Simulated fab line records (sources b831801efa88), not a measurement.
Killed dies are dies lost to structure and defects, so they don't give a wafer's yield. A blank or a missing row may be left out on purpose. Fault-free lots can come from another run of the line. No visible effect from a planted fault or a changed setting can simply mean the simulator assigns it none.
Struck lot and sound lot, side by side + flow sky130 + 27 out of 708 route steps
Sound: wafers L494.3, L494.5, L494.6. Struck: wafer L488.5. (L488.1, L488.6 of the same lot were not struck and are left out.) The cause comes at the end.
Each step with rows lists, per side, the tool, then ch with its chambers, then its first start. Under that, the readings that differ: sound wafers + struck wafers + difference of the means + sigmas: that difference in standard deviations of wafers without a fault.
alike: same words and numbers on both sides, and readings whose means sit less than 2 such deviations apart. not compared: any withheld reading, any reading some wafer has no value for, any bound like >300 that may hide the same value, and any number with overlapping values for which the record gives no deviation.
Wherever a step has rows on one side only, a row that says differs or no value, or a row with sigmas, the two part there. Non-overlapping numbers with no deviation appear without sigmas and do not part them. A reading that every wafer of one side lacks parts them only if that side has two wafers or more.

first, 6 steps without rows for these wafers: SKY_VIA4_ETCH_12 (etches SiO2 in C4F8/O2/Ar, stops on TiN, target depth 580 nm); SKY_VIA4_STRIP_13 (strips in O2/N2); SKY_VIA4_STRIP_14 (strips in post etch residue remover, time 1200 s); SKY_VIA4_CLEAN_15 (cleans in IPA, time 180 s); SKY_VIA4_CLEAN_16 (cleans in O3/DIW); SKY_VIA4_SPUTTER_17 (material TiN, target thk 20 nm, time 80 s).
SKY_VIA4_CVD_18: deposits W, target thk 505 nm, time 152.14 s.
  sound on cvd_w-02 ch 0,1, day 47 00:24; struck on cvd_w-02 ch 1, day 45 17:27
  alike: heater_power_w
SKY_VIA4_RS_MEAS_19: uses a four-point probe to measure.
  sound on film_metro-02 at day 47 00:32; struck on film_metro-01 at day 45 17:36
  alike: VIA4_W_RS
SKY_VIA4_THK_MEAS_20: measures by xrf.
  sound on film_metro-02 at day 47 00:38; struck on film_metro-01 at day 45 17:43
  alike: VIA4_W_THK
then, 1 step without rows for these wafers: SKY_VIA4_CMP_21 (polishes, stops on SiO2, t overpolish 25 s, target thk 0 nm).
SKY_METAL5_SPUTTER_00: material Ti, target thk 15 nm, time 10 s.
  sound on pvd_sputter-01 at day 47 01:28; struck on pvd_sputter-02 at day 45 18:05
  alike: throttle_valve_pct
then, 1 step without rows for these wafers: SKY_METAL5_SPUTTER_01 (material TiN, target thk 20 nm, time 16.7 s).
SKY_METAL5_SPUTTER_02: material AlCu, target thk 1150 nm, time 61.2 s.
  sound on pvd_sputter-01 at day 47 01:31; struck on pvd_sputter-02 at day 45 18:08
| reading                                     | sound          | struck | difference | sigmas |
|---------------------------------------------|----------------|--------|------------|--------|
| model.AlCu_of_METAL5_SPUTTER_02.thk_nm (nm) | 1141 1144 1130 | 1813   | +675       |        |
  alike: throttle_valve_pct
then, 1 step without rows for these wafers: SKY_METAL5_SPUTTER_03 (material Ti, target thk 5 nm, time 3.3 s).
SKY_METAL5_SPUTTER_04: material TiN, target thk 70 nm, time 58.3 s.
  sound on pvd_sputter-01 at day 47 01:35; struck on pvd_sputter-02 at day 45 18:12
  alike: throttle_valve_pct
SKY_METAL5_RS_MEAS_05: uses a four-point probe to measure.
  sound on film_metro-01 at day 47 01:40; struck on film_metro-01 at day 45 18:15
| reading                 | sound                   | struck  | difference | sigmas |
|-------------------------|-------------------------|---------|------------|--------|
| METAL5_ALCU_RS (ohm/sq) | 0.02723 0.02722 0.02753 | 0.01711 | -0.01022   | -35    |
SKY_METAL5_THK_MEAS_06: measures by xrf.
  sound on film_metro-01 at day 47 01:46; struck on film_metro-01 at day 45 18:22
| reading              | sound          | struck | difference | sigmas |
|----------------------|----------------|--------|------------|--------|
| METAL5_ALCU_THK (nm) | 1139 1130 1121 | 1792   | +662       | +44    |
then, 7 steps without rows for these wafers: SKY_METAL5_DEHYDRATE_07 (time 60 s); SKY_METAL5_HMDS_08 (prime time 60 s); SKY_METAL5_COAT_09 (resist thk 1800 nm); SKY_METAL5_SOFTBAKE_10 (time 60 s); SKY_METAL5_EXPOSE_11 (exposes mask MM5, target cd 1600 nm); SKY_METAL5_PEB_12; SKY_METAL5_DEVELOP_13 (develop time 60 s).
SKY_METAL5_DESCUM_14: chemistry O2, time 11 s.
  sound on rie_metal-03 ch 0,1, day 47 21:02; struck on rie_metal-04 ch 0, day 46 14:53
  alike: drypump_motor_current_A, oes_product_au
  not compared: rf_hours_counter_h
SKY_METAL5_METAL_ETCH_15: etches the open film in Cl2/BCl3, stops on SiO2, target depth 1260 nm, time 252 s.
  sound on rie_metal-03 ch 0,1, day 47 21:08; struck on rie_metal-04 ch 0, day 46 14:55
| reading               | sound             | struck | difference | sigmas |
|-----------------------|-------------------|--------|------------|--------|
| oes_product_au (a.u.) | 0.887 0.901 0.895 | 1.005  | +0.111     | +23    |
  alike: drypump_motor_current_A, throttle_valve_pct
  not compared: rf_hours_counter_h
SKY_METAL5_STRIP_16: strips in O2/N2.
  sound on plasma_asher-03 ch 0,1, day 47 21:20; struck on plasma_asher-03 ch 0, day 46 15:09
  alike: drypump_motor_current_A, n2_flow_sccm, oes_product_au, strip_time_to_endpoint_s
  not compared: rf_hours_counter_h

## WHERE THEY PART
Last at SKY_METAL5_METAL_ETCH_15 as far as this record goes, first at SKY_METAL5_RS_MEAS_05. Later steps at which nothing parts them and some readings are alike: SKY_METAL5_STRIP_16.

WHY: the cause the simulator had injected
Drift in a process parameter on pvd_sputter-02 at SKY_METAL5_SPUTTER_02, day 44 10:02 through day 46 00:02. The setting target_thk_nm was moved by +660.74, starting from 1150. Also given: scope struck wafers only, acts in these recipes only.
